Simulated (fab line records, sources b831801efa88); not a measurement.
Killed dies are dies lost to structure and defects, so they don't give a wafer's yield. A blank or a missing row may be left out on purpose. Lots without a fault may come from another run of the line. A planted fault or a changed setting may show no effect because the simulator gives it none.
fab line records | flow gf180mcu
record lots=5 wafers=15 last_day=34
route steps=602 shown V5@546 TOP_METAL@567
lots that met no fault: from a run of the same line without faults
start_h: hours from the record's first day to the start of the lot's first wafer shown | wait_h: hours since the lot's step before | " the same as in the row above | L1.1+2: a row that stands for several wafers | - no value, or no start given | * or withheld: withheld | < > ~ a bound
route shown NAME@n: a module of which the file shows steps, and the number in the route of the first | usual: mean/standard deviation of fault-free wafers | same: alike in all rows | chamber/n: place in a boat | sites: the reading at each site | _std_site: their standard deviation | _edge_site: outer sites' mean less inner sites' | radius_mm: how far each site lies from the wafer's centre | mask NAME#n: copy n | behind: the tool/chamber that last shaped the wafer | hold: why the lot was held/for how many hours/how that ended | device: the transistor (n, p or np) that didn't switch | end of line: the same wafers' tests at the end of the route | a step without rows: its recipe alone | killed: dies lost to structure and defects at the first sort, not the wafer's yield | map: a wafer's dies, x killed, . not, _ none there
set.NAME: the setting as run; set.NAME@STEP: as run at that earlier step | model.NAME: the simulator's own value behind a step, which no gauge read
lots at some steps of the route; a table a step, a row a wafer
services: from which hour (start_h, from the record's first day; less than 0 if before it) a tool's chamber was out of use, for how many hours, and why
## steps
# step GF_V5_DEHYDRATE_06
# recipe temp_c=200 time_s=60
# columns lot.wafer tool chamber start_h wait_h
L081.2+4+6 litho_track-04 0 674.48 8.5
L083.2+4+6 litho_track-04 0 682.63 9.0
L084.2+3+5 litho_track-04 0 692.48 8.9
L094.3+4+5 litho_track-01 0 753.50 7.8
L097.2+4+5 litho_track-02 0 771.47 7.3
# step GF_V5_HMDS_07
# recipe prime_time_s=60 prime_temp_c=120
# columns lot.wafer tool chamber start_h wait_h
L081.2+4+6 litho_track-04 0 674.63 0.1
L083.2+4+6 litho_track-04 0 682.78 0.1
L084.2+3+5 litho_track-04 0 692.63 0.1
L094.3+4+5 litho_track-01 0 753.65 0.1
L097.2+4+5 litho_track-02 0 771.62 0.1
# step GF_V5_COAT_08
# recipe resist=BARC temp_c=withheld time_s=withheld spin_rpm=withheld resist_thk_nm=withheld
# columns lot.wafer tool chamber start_h wait_h
L081.2+4+6 litho_track-04 0 674.78 0.1
L083.2+4+6 litho_track-04 0 682.93 0.1
L084.2+3+5 litho_track-04 0 692.78 0.1
L094.3+4+5 litho_track-01 0 753.80 0.1
L097.2+4+5 litho_track-02 0 771.77 0.1
# step GF_V5_COAT_09
# recipe resist=KrF spin_rpm=withheld resist_thk_nm=1000
# columns lot.wafer tool chamber start_h wait_h
L081.2+4+6 litho_track-04 0 - -
L083.2+4+6 litho_track-04 0 - -
L084.2+3+5 litho_track-04 0 - -
L094.3+4+5 litho_track-01 0 - -
L097.2+4+5 litho_track-02 0 - -
# step GF_V5_SOFTBAKE_10
# recipe temp_c=130 time_s=60 resist=KrF
# columns lot.wafer tool chamber start_h wait_h
L081.2+4+6 litho_track-04 0 - -
L083.2+4+6 litho_track-04 0 - -
L084.2+3+5 litho_track-04 0 - -
L094.3+4+5 litho_track-01 0 - -
L097.2+4+5 litho_track-02 0 - -
# step GF_V5_EXPOSE_11
# recipe mask_id=Via5 target_cd_nm=260 na=0.68 source_shape=conventional sigma_outer=0.6 dose_mj=38
# columns lot.wafer tool chamber start_h wait_h mask
L081.2+4+6 krf_scanner-01 0 - - Via5#0
L083.2+4+6 krf_scanner-01 0 - - Via5#0
L084.2+3+5 krf_scanner-02 0 - - Via5#0
L094.3+4+5 krf_scanner-01 0 - - Via5#0
L097.2+4+5 krf_scanner-01 0 - - Via5#0
# step GF_V5_PEB_12
# recipe peb_temp_c=135 peb_time_s=90 resist=KrF
# columns lot.wafer tool chamber start_h wait_h
L081.2+4+6 litho_track-02 0 - -
L083.2+4+6 litho_track-04 0 - -
L084.2+3+5 litho_track-02 0 - -
L094.3+4+5 litho_track-01 0 - -
L097.2+4+5 litho_track-01 0 - -
# step GF_V5_DEVELOP_13
# recipe develop_time_s=60 resist=KrF dev_temp_c=21
# columns lot.wafer tool chamber start_h wait_h
L081.2+4+6 litho_track-02 0 685.02 0.2
L083.2+4+6 litho_track-04 0 692.33 0.2
L084.2+3+5 litho_track-02 0 702.42 0.2
L094.3+4+5 litho_track-01 0 762.45 0.1
L097.2+4+5 litho_track-01 0 780.07 0.2
# step GF_V5_CD_MEAS_14
# recipe target_cd_nm=260
# usual cd_nm=260.2/1.3
# columns lot.wafer tool chamber start_h wait_h cd_nm
L081.2 cd_sem-02 - 685.16 0.1 260.1
L081.4 " - " " 260.8
L081.6 " - " " 260.4
L083.2 cd_sem-02 - 692.47 0.1 261.4
L083.4 " - " " 261.7
L083.6 " - " " 261.6
L084.2 cd_sem-02 - 702.56 0.1 260.2
L084.3 " - " " 259.4
L084.5 " - " " 260.5
L094.3 cd_sem-01 - 762.59 0.1 260.8
L094.4 " - " " 260.0
L094.5 " - " " 259.2
L097.2 cd_sem-01 - 780.29 0.2 257.9
L097.4 " - " " 259.0
L097.5 " - " " 258.7
# step GF_V5_OVL_MEAS_15
# usual V5_OVL=-4/4.5
# columns lot.wafer tool chamber start_h wait_h V5_OVL[nm]
L081.2 overlay-01 - 685.27 0.1 3
L081.4 " - " " -7
L081.6 " - " " -4
L083.2 overlay-01 - 692.58 0.1 -8
L083.4 " - " " -7
L083.6 " - " " -5
L084.2 overlay-02 - 702.67 0.1 -7
L084.3 " - " " -5
L084.5 " - " " -7
L094.3 overlay-01 - 762.68 0.1 -7
L094.4 " - " " -7
L094.5 " - " " -1
L097.2 overlay-01 - 780.39 0.1 3
L097.4 " - " " -8
L097.5 " - " " -7
# step GF_V5_ETCH_16
# recipe chemistry=N2/H2 target_depth_a=withheld overetch_a=withheld time_s=withheld target=BARC ion_energy_ev=200 source_w=500 bias_w=100 pressure_mtorr=30 n2_flow_sccm=100 h2_flow_sccm=200
# usual drypump_motor_current_A=5.6/0.47 oes_product_au=0.855/0.0049 throttle_valve_pct=13.224/0.0088
# columns lot.wafer tool chamber start_h wait_h drypump_motor_current_A oes_product_au throttle_valve_pct
L081.2 rie_diel-04 3 685.30 0.0 5.9 0.859 13.227
L081.4 " 2 " " 5.5 0.853 13.221
L081.6 " 1 " " 6.4 0.859 13.220
L083.2 rie_diel-01 0 692.61 0.0 5.1 0.854 13.234
L083.4 " 1 " " 5.4 0.858 13.225
L083.6 " 3 " " 4.9 0.856 13.228
L084.2 rie_diel-01 2 702.70 0.0 5.3 0.851 13.209
L084.3 " 0 " " 5.1 0.867 13.225
L084.5 " 2 " " 5.3 0.851 13.200
L094.3 rie_diel-04 0 762.70 0.0 6.1 0.855 13.215
L094.4 " 2 " " 5.5 0.851 13.240
L094.5 " 2 " " 5.5 0.852 13.225
L097.2 rie_diel-02 1 780.42 0.0 5.8 0.860 13.225
L097.4 " 0 " " 6.1 0.852 13.230
L097.5 " 2 " " 5.7 0.851 13.202
# step GF_V5_ETCH_17
# recipe chemistry=C4F8/O2/Ar mask_material=KrF target=SiO2 stop_on=TiN source_w=1500 bias_w=1200 pressure_mtorr=40 c4f8_flow_sccm=withheld O2_flow_sccm=6 Ar_flow_sccm=300 time_s=withheld target_depth_a=8550
# usual oes_product_au=0.859/0.0045
# columns lot.wafer tool chamber start_h wait_h oes_product_au
L081.2 rie_diel-04 3 - - 0.866
L081.4 " 2 " " 0.857
L081.6 " 1 " " 0.860
L083.2 rie_diel-01 0 - - 0.862
L083.4 " 1 " " 0.858
L083.6 " 3 " " 0.860
L084.2 rie_diel-01 2 - - 0.862
L084.3 " 0 " " 0.859
L084.5 " 2 " " 0.856
L094.3 rie_diel-04 0 - - 0.867
L094.4 " 2 " " 0.856
L094.5 " 2 " " 0.858
L097.2 rie_diel-02 1 - - 0.861
L097.4 " 0 " " 0.869
L097.5 " 2 " " 0.867
# step GF_V5_STRIP_18
# recipe chemistry=O2/N2 power_w=1400 pressure_mtorr=1500 platen_temp_c=250 o2_flow_sccm=3000 n2_flow_sccm=300 overash_fraction=0.5
# usual drypump_motor_current_A=6.0/0.35 heater_power_w=315/28 oes_product_au=0.569/0.0053
# columns lot.wafer tool chamber start_h wait_h drypump_motor_current_A heater_power_w oes_product_au rf_hours_counter_h
L081.2 plasma_asher-04 1 685.45 - 6.5 327 0.567 25
L081.4 " 0 " " 5.9 270 0.562 -
L081.6 " 0 " " 5.9 276 0.566 -
L083.2 plasma_asher-02 1 692.76 - 5.6 305 0.571 88
L083.4 " 1 " " 5.7 312 0.573 -
L083.6 " 0 " " 6.4 284 0.563 -
L084.2 plasma_asher-04 1 702.85 - 6.5 334 0.564 28
L084.3 " 1 " " 6.4 334 0.560 -
L084.5 " 1 " " 6.4 334 0.573 -
L094.3 plasma_asher-03 0 762.89 - 6.1 327 0.567 -
L094.4 " 1 " " 5.5 347 0.563 -
L094.5 " 0 " " 6.1 324 0.560 -
L097.2 plasma_asher-02 0 780.58 - 6.4 287 0.576 98
L097.4 " 0 " " 6.4 288 0.577 -
L097.5 " 1 " " 5.6 301 0.571 -
# step GF_V5_STRIP_19
# recipe chemistry=post_etch_residue_remover time_s=1200 temp_c=72.5
# columns lot.wafer tool chamber start_h wait_h
L081.2+4+6 wet_bench-02 3 685.55 0.1
L083.2+4+6 wet_bench-03 3 692.86 0.1
L084.2+3+5 wet_bench-01 1 702.95 0.1
L094.3+4+5 wet_bench-03 3 762.96 0.0
L097.2+4+5 wet_bench-02 0 780.68 0.1
# step GF_V5_CLEAN_20
# recipe chemistry=DIW dry=n2_spin
# columns lot.wafer tool chamber start_h wait_h
L081.2+4+6 wet_bench-01 3 685.92 0.0
L083.2+4+6 wet_bench-02 3 693.20 0.0
L084.2+3+5 wet_bench-01 1 703.38 0.1
L094.3+4+5 wet_bench-01 3 763.30 0.0
L097.2+4+5 wet_bench-01 1 781.02 0.0
# step GF_V5_SPUTTER_21
# recipe material=Ti target_thk_nm=15 chamber_pressure_pa=5 power_w=2500 substrate_temp_c=200 time_s=80.02
# usual cathode_dc_power_W=2500.0/0.49 throttle_valve_pct=30.0/1.2
# columns lot.wafer tool chamber start_h wait_h cathode_dc_power_W throttle_valve_pct
L081.2 pvd_sputter-04 - 686.02 0.0 2501.3 31.8
L081.4 " - " " 2499.9 28.7
L081.6 " - " " 2500.2 29.3
L083.2 pvd_sputter-01 - 693.30 0.0 2499.8 29.4
L083.4 " - " " 2499.4 30.0
L083.6 " - " " 2500.7 32.9
L084.2 pvd_sputter-03 - 703.48 0.0 2498.8 29.3
L084.3 " - " " 2500.2 29.5
L084.5 " - " " 2500.1 28.2
L094.3 pvd_sputter-04 - 763.39 0.0 2499.4 31.8
L094.4 " - " " 2500.0 28.8
L094.5 " - " " 2499.8 30.3
L097.2 pvd_sputter-04 - 781.11 0.0 2499.6 31.7
L097.4 " - " " 2499.6 30.2
L097.5 " - " " 2501.0 29.0
# step GF_V5_SPUTTER_22
# recipe material=TiN target_thk_nm=10 chamber_pressure_pa=5 power_w=4000 time_s=40
# usual cathode_dc_power_W=3999.9/0.78 throttle_valve_pct=30.0/1.2
# columns lot.wafer tool chamber start_h wait_h cathode_dc_power_W throttle_valve_pct
L081.2 pvd_sputter-04 - 686.08 0.0 4000.1 31.7
L081.4 " - " " 3999.7 29.1
L081.6 " - " " 4000.5 29.4
L083.2 pvd_sputter-01 - 693.36 0.0 4000.8 29.3
L083.4 " - " " 3998.5 29.9
L083.6 " - " " 3999.4 32.8
L084.2 pvd_sputter-03 - 703.54 0.0 3999.8 29.5
L084.3 " - " " 3999.7 29.7
L084.5 " - " " 4000.0 28.6
L094.3 pvd_sputter-04 - 763.45 0.0 4000.5 31.6
L094.4 " - " " 3997.5 28.7
L094.5 " - " " 4000.4 30.3
L097.2 pvd_sputter-04 - 781.17 0.0 3999.3 32.0
L097.4 " - " " 4000.6 30.1
L097.5 " - " " 4000.8 28.9
# step GF_V5_CVD_23
# recipe material=W target_thk_nm=350 time_s=104.9 temp_c=400 pressure_torr=40
# usual heater_power_w=813/20
# columns lot.wafer tool chamber start_h wait_h heater_power_w since_wet_clean_h
L081.2 cvd_w-02 1 686.12 0.0 810 782
L081.4 " 1 " " 839 -
L081.6 " 1 " " 822 -
L083.2 cvd_w-02 0 693.40 0.0 807 789
L083.4 " 0 " " 825 -
L083.6 " 0 " " 838 -
L084.2 cvd_w-01 0 703.58 0.0 829 300
L084.3 " 0 " " 825 -
L084.5 " 0 " " 825 -
L094.3 cvd_w-01 1 763.53 0.1 797 -
L094.4 " 0 " " 830 -
L094.5 " 0 " " 839 -
L097.2 cvd_w-02 0 781.21 0.0 828 877
L097.4 " 0 " " 814 -
L097.5 " 0 " " 848 -
# step GF_V5_RS_MEAS_24
# recipe thk_meas_gauge=four-point-probe reads=W_of_V5_CVD_23+TiN_of_V5_SPUTTER_22+Ti_of_V5_SPUTTER_21
# usual V5_W_RS=0.323/0.0034
# columns lot.wafer tool chamber start_h wait_h V5_W_RS[ohm/sq]
L081.2 film_metro-02 - 686.25 0.1 0.325
L081.4 " - " " 0.325
L081.6 " - " " 0.322
L083.2 film_metro-02 - 693.53 0.1 0.322
L083.4 " - " " 0.327
L083.6 " - " " 0.322
L084.2 film_metro-04 - 703.71 0.1 0.327
L084.3 " - " " 0.330
L084.5 " - " " 0.326
L094.3 film_metro-01 - 763.64 0.1 0.320
L094.4 " - " " 0.320
L094.5 " - " " 0.317
L097.2 film_metro-02 - 781.34 0.1 0.329
L097.4 " - " " 0.324
L097.5 " - " " 0.323
# step GF_V5_THK_MEAS_25
# recipe thk_meas_gauge=xrf reads=W_of_V5_CVD_23
# usual V5_W_THK=347/5.6
# columns lot.wafer tool chamber start_h wait_h V5_W_THK[nm]
L081.2 film_metro-02 - 686.36 0.1 339
L081.4 " - " " 340
L081.6 " - " " 341
L083.2 film_metro-02 - 693.64 0.1 342
L083.4 " - " " 338
L083.6 " - " " 341
L084.2 film_metro-04 - 703.82 0.1 352
L084.3 " - " " 347
L084.5 " - " " 352
L094.3 film_metro-01 - 763.74 0.1 351
L094.4 " - " " 349
L094.5 " - " " 354
L097.2 film_metro-02 - 781.45 0.1 335
L097.4 " - " " 341
L097.5 " - " " 341
# step GF_V5_CMP_26
# recipe stop_on=SiO2 down_force_psi=3.5 platen_rpm=60 t_overpolish_s=15 target_thk_nm=0 pad_velocity_m_s=0.94248
# usual motor_current_A=11.6/0.68 overpolish_run_s=15.002/0.0091 time_to_endpoint_s=83/3.5
# columns lot.wafer tool chamber start_h wait_h motor_current_A overpolish_run_s time_to_endpoint_s
L081.2 cmp-01 2 686.46 0.1 11.7 15.008 82
L081.4 " 3 " " 11.7 14.994 79
L081.6 " 1 " " 12.0 15.000 86
L083.2 cmp-02 0 693.74 0.1 9.9 14.998 86
L083.4 " 2 " " 10.8 14.997 87
L083.6 " 3 " " 11.5 15.006 80
L084.3 cmp-01 1 703.92 0.1 12.7 15.000 81
L084.2 " 2 " " 11.9 14.991 83
L084.5 " 0 " " 11.9 15.009 81
L094.3 cmp-01 1 763.78 0.0 12.3 14.994 81
L094.4 " 0 " " 12.1 15.000 81
L094.5 " 2 " " 12.7 15.000 87
L097.4 cmp-01 1 781.50 0.0 11.9 15.008 87
L097.2 " 0 " " 12.0 15.003 84
L097.5 " 1 " " 12.4 15.013 86
# step GF_TOP_METAL_SPUTTER_00
# recipe material=Ti target_thk_nm=37.5 arriving_ion_energy_ev=80 substrate_temp_c=200 chamber_pressure_pa=2 power_w=4000 time_s=150
# usual cathode_dc_power_W=4000.0/0.82 throttle_valve_pct=30.0/1.1
# columns lot.wafer tool chamber start_h wait_h cathode_dc_power_W throttle_valve_pct
L081.2 pvd_sputter-02 - 686.71 0.2 4000.4 29.5
L081.4 " - " " 4000.1 29.8
L081.6 " - " " 3999.3 31.1
L083.2 pvd_sputter-02 - 693.99 0.2 4000.9 29.8
L083.4 " - " " 4001.2 31.2
L083.6 " - " " 4000.8 29.4
L084.2 pvd_sputter-03 - 704.17 0.1 4000.3 29.2
L084.3 " - " " 3999.3 28.4
L084.5 " - " " 3999.6 29.3
L094.3 pvd_sputter-02 - 764.08 0.2 4000.2 31.3
L094.4 " - " " 4000.0 31.4
L094.5 " - " " 3999.3 29.8
L097.2 pvd_sputter-03 - 781.80 0.1 3999.5 29.2
L097.4 " - " " 3999.8 29.2
L097.5 " - " " 4000.9 29.8
# step GF_TOP_METAL_SPUTTER_01
# recipe material=TiN target_thk_nm=30 power_w=6500 time_s=25 chamber_pressure_pa=0.4
# usual cathode_dc_power_W=6500.1/1.2 throttle_valve_pct=30.1/1.1
# columns lot.wafer tool chamber start_h wait_h cathode_dc_power_W throttle_valve_pct
L081.2 pvd_sputter-02 - 686.81 0.1 6500.4 29.4
L081.4 " - " " 6501.3 30.0
L081.6 " - " " 6499.6 31.0
L083.2 pvd_sputter-02 - 694.09 0.1 6498.8 29.7
L083.4 " - " " 6501.4 31.5
L083.6 " - " " 6502.2 29.4
L084.2 pvd_sputter-03 - 704.27 0.1 6500.2 29.2
L084.3 " - " " 6499.9 28.2
L084.5 " - " " 6498.6 29.3
L094.3 pvd_sputter-02 - 764.18 0.1 6500.8 31.2
L094.4 " - " " 6501.0 31.0
L094.5 " - " " 6500.3 30.1
L097.2 pvd_sputter-03 - 781.90 0.1 6498.3 29.2
L097.4 " - " " 6498.6 29.9
L097.5 " - " " 6501.8 29.8
# step GF_TOP_METAL_SPUTTER_02
# recipe material=AlCu target_thk_nm=900 power_w=10600 chamber_pressure_pa=0.3 substrate_temp_c=250 gas=Ar time_s=47.82
# usual cathode_dc_power_W=10600/2 throttle_valve_pct=30.1/1.1
# columns lot.wafer tool chamber start_h wait_h cathode_dc_power_W throttle_valve_pct
L081.2 pvd_sputter-02 - 686.84 0.0 10601 29.2
L081.4 " - " " 10600 30.1
L081.6 " - " " 10602 31.1
L083.2 pvd_sputter-02 - 694.12 0.0 10601 29.8
L083.4 " - " " 10599 31.6
L083.6 " - " " 10599 29.3
L084.2 pvd_sputter-03 - 704.30 0.0 10601 29.4
L084.3 " - " " 10595 28.7
L084.5 " - " " 10599 29.2
L094.3 pvd_sputter-02 - 764.21 0.0 10602 31.0
L094.4 " - " " 10597 31.1
L094.5 " - " " 10599 29.8
L097.2 pvd_sputter-03 - 781.93 0.0 10599 29.2
L097.4 " - " " 10604 29.5
L097.5 " - " " 10601 29.4
# step GF_TOP_METAL_SPUTTER_03
# recipe material=Ti target_thk_nm=5 substrate_temp_c=300 chamber_pressure_pa=0.3 power_w=3000 time_s=3.3
# usual cathode_dc_power_W=3000.0/0.6 throttle_valve_pct=30.1/1.1
# columns lot.wafer tool chamber start_h wait_h cathode_dc_power_W throttle_valve_pct
L081.2 pvd_sputter-02 - 686.88 0.0 3000.5 29.3
L081.4 " - " " 2999.5 30.2
L081.6 " - " " 2999.9 31.3
L083.2 pvd_sputter-02 - 694.17 0.0 3000.5 30.0
L083.4 " - " " 2999.3 31.2
L083.6 " - " " 2999.4 29.6
L084.2 pvd_sputter-03 - 704.35 0.0 3000.1 29.3
L084.3 " - " " 3000.3 28.5
L084.5 " - " " 2999.4 29.1
L094.3 pvd_sputter-02 - 764.26 0.0 3000.3 30.9
L094.4 " - " " 2999.9 31.5
L094.5 " - " " 3000.0 29.9
L097.2 pvd_sputter-03 - 781.98 0.0 2999.5 29.1
L097.4 " - " " 3000.6 29.7
L097.5 " - " " 2998.7 29.7
# step GF_TOP_METAL_SPUTTER_04
# recipe material=TiN target_thk_nm=25 power_w=6500 time_s=20.8 chamber_pressure_pa=0.4
# usual cathode_dc_power_W=6500.0/1.2 throttle_valve_pct=30.1/1.1
# columns lot.wafer tool chamber start_h wait_h cathode_dc_power_W throttle_valve_pct
L081.2 pvd_sputter-02 - 686.90 0.0 6499.6 29.6
L081.4 " - " " 6500.2 29.7
L081.6 " - " " 6500.5 31.4
L083.2 pvd_sputter-02 - 694.19 0.0 6502.0 29.7
L083.4 " - " " 6499.8 31.2
L083.6 " - " " 6500.2 29.2
L084.2 pvd_sputter-03 - 704.36 0.0 6498.9 29.1
L084.3 " - " " 6499.1 28.4
L084.5 " - " " 6497.7 29.3
L094.3 pvd_sputter-02 - 764.27 0.0 6498.1 31.3
L094.4 " - " " 6498.9 31.2
L094.5 " - " " 6500.7 29.8
L097.2 pvd_sputter-03 - 781.99 0.0 6499.0 29.2
L097.4 " - " " 6497.5 29.4
L097.5 " - " " 6500.3 29.7
# step GF_TOP_METAL_RS_MEAS_05
# recipe thk_meas_gauge=four-point-probe reads=TiN_of_TOP_METAL_SPUTTER_04+Ti_of_TOP_METAL_SPUTTER_03+AlCu_of_TOP_METAL_SPUTTER_02+TiN_of_TOP_METAL_SPUTTER_01+Ti_of_TOP_METAL_SPUTTER_00
# usual TOP_METAL_ALCU_RS=0.0327/0.00041
# columns lot.wafer tool chamber start_h wait_h TOP_METAL_ALCU_RS[ohm/sq]
L081.2 film_metro-02 - 686.96 0.0 0.0328
L081.4 " - " " 0.0336
L081.6 " - " " 0.0339
L083.2 film_metro-01 - 694.23 0.0 0.0329
L083.4 " - " " 0.0332
L083.6 " - " " 0.0320
L084.2 film_metro-03 - 704.41 0.0 0.0329
L084.3 " - " " 0.0327
L084.5 " - " " 0.0325
L094.3 film_metro-03 - 764.34 0.1 0.0328
L094.4 " - " " 0.0331
L094.5 " - " " 0.0335
L097.2 film_metro-02 - 782.04 0.0 0.0327
L097.4 " - " " 0.0327
L097.5 " - " " 0.0326
# step GF_TOP_METAL_THK_MEAS_06
# recipe thk_meas_gauge=xrf reads=AlCu_of_TOP_METAL_SPUTTER_02
# usual TOP_METAL_ALCU_THK=891/12
# columns lot.wafer tool chamber start_h wait_h TOP_METAL_ALCU_THK[nm]
L081.2 film_metro-02 - 687.07 0.1 887
L081.4 " - " " 869
L081.6 " - " " 858
L083.2 film_metro-01 - 694.34 0.1 882
L083.4 " - " " 882
L083.6 " - " " 906
L084.2 film_metro-03 - 704.52 0.1 892
L084.3 " - " " 897
L084.5 " - " " 898
L094.3 film_metro-03 - 764.44 0.1 895
L094.4 " - " " 884
L094.5 " - " " 877
L097.2 film_metro-02 - 782.15 0.1 888
L097.4 " - " " 887
L097.5 " - " " 891
# step GF_TOP_METAL_DEHYDRATE_07
# recipe temp_c=200 time_s=60
# columns lot.wafer tool chamber start_h wait_h
L081.2+4+6 litho_track-03 0 695.47 8.4
L083.2+4+6 litho_track-03 0 703.12 8.8
L084.2+3+5 litho_track-01 0 712.47 7.9
L094.3+4+5 litho_track-01 0 771.60 7.1
L097.2+4+5 litho_track-03 0 789.07 6.9
# step GF_TOP_METAL_HMDS_08
# recipe prime_time_s=60 prime_temp_c=120
# columns lot.wafer tool chamber start_h wait_h
L081.2+4+6 litho_track-03 0 695.62 0.1
L083.2+4+6 litho_track-03 0 703.27 0.1
L084.2+3+5 litho_track-01 0 712.62 0.1
L094.3+4+5 litho_track-01 0 771.75 0.1
L097.2+4+5 litho_track-03 0 789.22 0.1
# step GF_TOP_METAL_COAT_09
# recipe resist=NOVOLAK spin_rpm=3000 resist_thk_nm=1500
# columns lot.wafer tool chamber start_h wait_h
L081.2+4+6 litho_track-03 0 695.77 0.1
L083.2+4+6 litho_track-03 0 703.42 0.1
L084.2+3+5 litho_track-01 0 712.77 0.1
L094.3+4+5 litho_track-01 0 771.90 0.1
L097.2+4+5 litho_track-03 0 789.37 0.1
# step GF_TOP_METAL_SOFTBAKE_10
# recipe temp_c=90 time_s=60 resist=NOVOLAK
# columns lot.wafer tool chamber start_h wait_h
L081.2+4+6 litho_track-03 0 695.92 0.1
L083.2+4+6 litho_track-03 0 703.57 0.1
L084.2+3+5 litho_track-01 0 712.92 0.1
L094.3+4+5 litho_track-01 0 772.05 0.1
L097.2+4+5 litho_track-03 0 789.52 0.1
# step GF_TOP_METAL_EXPOSE_11
# recipe mask_id=MetalTop target_cd_nm=440 na=0.6 source_shape=conventional sigma_outer=0.6 dose_mj=166.5
# columns lot.wafer tool chamber start_h wait_h mask
L081.2+4+6 iline_stepper-01 0 - - MetalTop#0
L083.2+4+6 iline_stepper-02 0 - - MetalTop#0
L084.2+3+5 iline_stepper-02 0 - - MetalTop#0
L094.3+4+5 iline_stepper-01 0 - - MetalTop#0
L097.2+4+5 iline_stepper-01 0 - - MetalTop#0
# step GF_TOP_METAL_PEB_12
# recipe temp_c=withheld time_s=* resist=NOVOLAK
# columns lot.wafer tool chamber start_h wait_h
L081.2+4+6 litho_track-03 0 - -
L083.2+4+6 litho_track-02 0 - -
L084.2+3+5 litho_track-01 0 - -
L094.3+4+5 litho_track-02 0 - -
L097.2+4+5 litho_track-01 0 - -
# step GF_TOP_METAL_DEVELOP_13
# recipe develop_time_s=60 dev_temp_c=23
# columns lot.wafer tool chamber start_h wait_h
L081.2+4+6 litho_track-03 0 705.37 0.1
L083.2+4+6 litho_track-02 0 712.27 0.1
L084.2+3+5 litho_track-01 0 721.92 0.1
L094.3+4+5 litho_track-02 0 779.69 0.1
L097.2+4+5 litho_track-01 0 797.17 0.1
# step GF_TOP_METAL_CD_MEAS_14
# recipe target_cd_nm=440
# usual cd_nm=440.5/2.1
# columns lot.wafer tool chamber start_h wait_h cd_nm
L081.2 cd_sem-02 - 705.52 0.1 439.3
L081.4 " - " " 438.8
L081.6 " - " " 438.5
L083.2 cd_sem-01 - 712.44 0.1 438.2
L083.4 " - " " 440.1
L083.6 " - " " 440.2
L084.2 cd_sem-01 - 722.07 0.1 438.9
L084.3 " - " " 440.0
L084.5 " - " " 437.2
L094.3 cd_sem-01 - 779.83 0.1 438.6
L094.4 " - " " 436.7
L094.5 " - " " 437.5
L097.2 cd_sem-01 - 797.32 0.1 440.4
L097.4 " - " " 439.6
L097.5 " - " " 438.5
# step GF_TOP_METAL_OVL_MEAS_15
# usual TOP_METAL_OVL=-0.6/1.5
# columns lot.wafer tool chamber start_h wait_h TOP_METAL_OVL[nm]
L081.2 overlay-01 - 705.62 0.1 -0.4
L081.4 " - " " -2.4
L081.6 " - " " 0.3
L083.2 overlay-01 - 712.54 0.1 1.6
L083.4 " - " " 0.0
L083.6 " - " " -1.9
L084.2 overlay-01 - 722.17 0.1 1.9
L084.3 " - " " 0.9
L084.5 " - " " 1.8
L094.3 overlay-02 - 779.92 0.1 -2.2
L094.4 " - " " -2.4
L094.5 " - " " 0.4
L097.2 overlay-01 - 797.42 0.1 0.6
L097.4 " - " " 1.7
L097.5 " - " " 0.6
# step GF_TOP_METAL_METAL_ETCH_16
# recipe chemistry=Cl2/BCl3 mask_material=NOVOLAK target_depth_nm=1077.5 stop_on=SiO2 pressure_mtorr=8 icp_w=800 bias_w=140 Cl2_flow_sccm=80 bcl3_flow_sccm=40 time_s=175.1
# usual drypump_motor_current_A=5.53/0.22 oes_product_au=0.978/0.0087 throttle_valve_pct=28.243/0.012
# columns lot.wafer tool chamber start_h wait_h drypump_motor_current_A oes_product_au rf_hours_counter_h throttle_valve_pct
L081.2 rie_metal-01 0 705.65 0.0 5.60 0.975 1 28.234
L081.4 " 0 " " 5.60 0.967 - 28.260
L081.6 " 0 " " 5.62 0.960 - 28.243
L083.2 rie_metal-01 1 712.57 0.0 5.62 0.981 4 28.231
L083.4 " 1 " " 5.60 0.975 - 28.247
L083.6 " 1 " " 5.62 0.983 - 28.231
L084.2 rie_metal-02 1 722.20 0.0 5.26 0.976 8 28.255
L084.3 " 0 " " 5.31 0.971 - 28.238
L084.5 " 0 " " 5.30 0.974 - 28.250
L094.3 rie_metal-01 1 780.01 0.1 5.62 0.982 - 28.237
L094.4 " 0 " " 5.59 0.971 - 28.248
L094.5 " 1 " " 5.62 0.976 - 28.242
L097.2 rie_metal-02 1 797.45 0.0 5.28 0.978 13 28.250
L097.4 " 1 " " 5.26 0.977 - 28.245
L097.5 " 1 " " 5.30 0.978 - 28.241
# step GF_TOP_METAL_STRIP_17
# recipe chemistry=O2/N2 power_w=1400 pressure_mtorr=1500 platen_temp_c=250 o2_flow_sccm=3000 n2_flow_sccm=300 overash_fraction=0.5
# usual drypump_motor_current_A=5.8/0.55 heater_power_w=315/48 oes_product_au=0.711/0.0047 strip_time_to_endpoint_s=13.59/0.13
# columns lot.wafer tool chamber start_h wait_h drypump_motor_current_A heater_power_w oes_product_au rf_hours_counter_h strip_time_to_endpoint_s
L081.2 plasma_asher-02 0 705.83 0.1 6.4 288 0.712 90 13.56
L081.4 " 0 " " 6.4 283 0.710 - 13.54
L081.6 " 1 " " 5.7 304 0.713 - 13.52
L083.2 plasma_asher-01 0 712.75 0.1 5.7 409 0.709 112 13.52
L083.4 " 1 " " 4.8 278 0.714 - 13.47
L083.6 " 1 " " 4.8 278 0.710 - 13.46
L084.2 plasma_asher-01 1 722.38 0.1 4.8 276 0.712 113 13.65
L084.3 " 0 " " 5.7 417 0.719 - 13.72
L084.5 " 0 " " 5.7 414 0.710 - 13.74
L094.3 plasma_asher-01 0 780.16 0.1 5.6 418 0.706 - 13.46
L094.4 " 1 " " 4.7 281 0.707 - 13.58
L094.5 " 0 " " 5.7 415 0.705 - 13.45
L097.2 plasma_asher-04 0 797.63 0.1 5.9 278 0.703 38 13.57
L097.4 " 0 " " 5.9 269 0.711 - 13.52
L097.5 " 1 " " 6.4 329 0.716 - 13.50
## services
# columns tool chamber start_h hours kind
pvd_sputter-02 - 654.66 4.8 repair
krf_scanner-01 - 657.04 0.8 pm
pvd_sputter-04 - 660.19 4.0 repair
plasma_asher-01 - 664.22 3.0 repair
rie_diel-01 - 670.40 14.6 pm
plasma_asher-02 - 671.76 19.6 repair
plasma_asher-01 - 680.07 13.5 repair
cmp-01 - 682.85 1.9 repair
rie_diel-01 - 687.48 0.2 repair
krf_scanner-01 - 689.48 2.4 repair
rie_diel-04 - 692.38 20.7 repair
pvd_sputter-04 - 692.61 5.1 repair
krf_scanner-01 - 696.94 0.3 repair
wet_bench-02 - 697.62 66.8 pm
krf_scanner-01 - 701.27 4.3 repair
krf_scanner-01 - 712.78 1.2 repair
krf_scanner-01 - 724.29 1.3 pm
krf_scanner-01 - 727.58 1.0 pm
rie_diel-01 0 736.01 10.2 repair
krf_scanner-01 - 759.27 0.4 repair
krf_scanner-01 - 761.33 6.0 repair
rie_diel-01 1 766.75 8.2 repair
rie_diel-01 0 788.82 2.5 repair
krf_scanner-01 - 791.45 0.6 repair
## key
fault none
